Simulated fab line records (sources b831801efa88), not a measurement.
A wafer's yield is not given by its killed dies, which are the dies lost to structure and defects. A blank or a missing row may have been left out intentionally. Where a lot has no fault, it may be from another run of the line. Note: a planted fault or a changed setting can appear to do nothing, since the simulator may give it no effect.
Which tool did it? ; flow gf180mcu ; 36 wafers from 12 lots sampled at 4 of the route's 602 steps

WHAT THE GAUGES SHOWED, per wafer
GF_MIM_THK_MEAS_11: measures by xrf.
lot;measured;on;MIM_ALCU_THK (nm)
L187;day 24 11:05;film-metro-03;195.5 199.0 194.4
L190;day 25 15:29;film-metro-01;194.7 199.7 196.2
L191;day 26 04:16;film-metro-01;201.1 203.5 202.8
L192;day 26 05:58;film-metro-01;199.3 202.2 202.8
L194;day 27 03:26;film-metro-02;200.4 196.5 198.3
L198;day 28 06:28;film-metro-02;197.5 194.6 194.5
L199;day 28 11:25;film-metro-02;195.8 201.4 196.6
L201;day 28 22:41;film-metro-01;204.6 204.9 206.1
L204;day 29 22:14;film-metro-01;198.7 197.0 196.3
L208;day 31 00:27;film-metro-01;198.4 196.3 199.8
L209;day 31 07:31;film-metro-02;200.5 198.0 198.7
L210;day 31 14:47;film-metro-01;207.3 201.2 205.6

GF_V5_RS_MEAS_24: uses a four-point probe to measure.
lot;measured;on;V5_W_RS (ohm/sq)
L187;day 27 06:06;film-metro-01;0.323 0.330 0.328
L190;day 28 07:17;film-metro-03;0.327 0.329 0.325
L191;day 28 19:59;film-metro-01;0.323 0.329 0.326
L192;day 28 21:07;film-metro-01;0.327 0.327 0.328
L194;day 29 17:25;film-metro-04;0.322 0.330 0.324
L198;day 30 17:08;film-metro-04;0.329 0.333 0.330
L199;day 30 22:24;film-metro-04;0.333 0.330 0.326
L201;day 31 07:50;film-metro-01;0.330 0.326 0.328
L204;day 32 05:14;film-metro-01;0.328 0.326 0.332
L208;day 33 05:45;film-metro-01;0.326 0.325 0.322
L209;day 33 11:05;film-metro-04;0.330 0.325 0.324
L210;day 33 18:03;film-metro-03;0.336 0.333 0.334

WHAT TOOL EACH LOT RAN ON (gives the tool, then ch and the chambers of the sampled wafers, and finally the start)
lot;GF_M5_STRIP_11;GF_V5_SPUTTER_21
L187;plasma-asher-04 ch 0,1, day 26 07:11;pvd-sputter-03, day 27 05:52
L190;plasma-asher-01 ch 0,1, day 27 09:20;pvd-sputter-01, day 28 07:01
L191;plasma-asher-04 ch 0,1, day 27 22:11;pvd-sputter-01, day 28 19:44
L192;plasma-asher-01 ch 0,1, day 27 23:10;pvd-sputter-03, day 28 20:53
L194;plasma-asher-01 ch 0,1, day 28 19:56;pvd-sputter-03, day 29 17:11
L198;plasma-asher-04 ch 0,1, day 29 20:36;pvd-sputter-01, day 30 16:52
L199;plasma-asher-03 ch 0,1, day 30 01:31;pvd-sputter-01, day 30 22:11
L201;plasma-asher-04 ch 0,1, day 30 12:48;pvd-sputter-04, day 31 07:38
L204;plasma-asher-03 ch 0,1, day 31 10:11;pvd-sputter-01, day 32 04:58
L208;plasma-asher-03 ch 1, day 32 11:26;pvd-sputter-01, day 33 05:31
L209;plasma-asher-03 ch 0,1, day 32 17:17;pvd-sputter-01, day 33 10:46
L210;plasma-asher-04 ch 0, day 33 00:33;pvd-sputter-01, day 33 17:50
- GF_M5_STRIP_11: strips in O2/N2.
- GF_V5_SPUTTER_21: material Ti, target thk 15 nm, time 80.02 s.

WHAT THE TOOLS THEMSELVES READ (means of the sampled wafers that have a number; where no wafer has one, the mark that the record gives instead)
GF_M5_STRIP_11.
lot;tool;drypump-motor-current-A (A);heater-power-w (W);o2-flow-sccm (sccm);oes-product-au (a.u.);platen-temp-c (C);strip-time-to-endpoint-s (s)
L187;plasma-asher-04;5.64;310;2997;0.530;249.92;7.14
L190;plasma-asher-01;5.70;360;3008;0.522;249.85;7.08
L191;plasma-asher-04;5.63;310;2990;0.527;250.01;7.07
L192;plasma-asher-01;5.87;370;3013;0.527;249.92;7.13
L194;plasma-asher-01;5.85;368;2997;0.523;250.00;7.12
L198;plasma-asher-04;5.63;310;2998;0.524;250.11;7.08
L199;plasma-asher-03;5.73;331;2999;0.526;249.87;7.05
L201;plasma-asher-04;5.63;309;2993;0.523;249.92;7.05
L204;plasma-asher-03;5.82;340;3013;0.529;250.02;7.11
L208;plasma-asher-03;5.90;338;2994;0.528;249.79;7.11
L209;plasma-asher-03;5.75;327;3001;0.527;249.93;7.08
L210;plasma-asher-04;5.75;313;2997;0.524;249.94;7.11

GF_V5_SPUTTER_21.
lot;tool;cathode-dc-power-W (W);chamber-pressure-pa (Pa);substrate-temp-c (C);throttle-valve-pct (%)
L187;pvd-sputter-03;2500.3;4.994;199.81;29.8
L190;pvd-sputter-01;2500.2;4.992;199.92;29.5
L191;pvd-sputter-01;2500.2;4.995;200.05;29.3
L192;pvd-sputter-03;2499.6;4.998;200.12;29.6
L194;pvd-sputter-03;2499.7;4.994;199.92;30.0
L198;pvd-sputter-01;-;-;-;-
L199;pvd-sputter-01;-;-;-;-
L201;pvd-sputter-04;2499.9;5.002;200.01;29.8
L204;pvd-sputter-01;2499.8;4.999;199.92;29.4
L208;pvd-sputter-01;2500.0;5.003;200.14;30.0
L209;pvd-sputter-01;2499.9;4.998;199.90;29.5
L210;pvd-sputter-01;2499.6;5.001;199.94;31.1

THE ANSWER, worked out from the rows above alone
Rule: what is usual is taken from the lots themselves. Put in order of their means at a reading, lots are off if they are a third of the lots or fewer, leave a main group of 4 or more, and stand apart from it by a gap of 3 or more times the standard deviation of the main group's means; of several such gaps the widest counts. The tables above print the reading to a certain number of digits; a main group whose means all agree to those digits is not used. A lot without any number at a reading at which 4 lots or more have one is off too. All remaining lots with rows at the step are treated as sound. First the gauges in route order, then the tools' own readings, where a lot's mean is used as printed above. The first step at which some lot is off is used, and at that step the reading that is off furthest; a lot without a number counts as furthest.
Off at GF_V5_SPUTTER_21 (cathode-dc-power-W): L198, L199. Without a number there: L198, L199. For the main group the mean is 2499.9 W and the standard deviation 0.24.
If a tool, at that step or one of the process steps before it, ran each lot that is off and ran no sound lot following the first of them, it fits. None of those tried fits.

WHAT THE SIMULATOR HAD INSERTED
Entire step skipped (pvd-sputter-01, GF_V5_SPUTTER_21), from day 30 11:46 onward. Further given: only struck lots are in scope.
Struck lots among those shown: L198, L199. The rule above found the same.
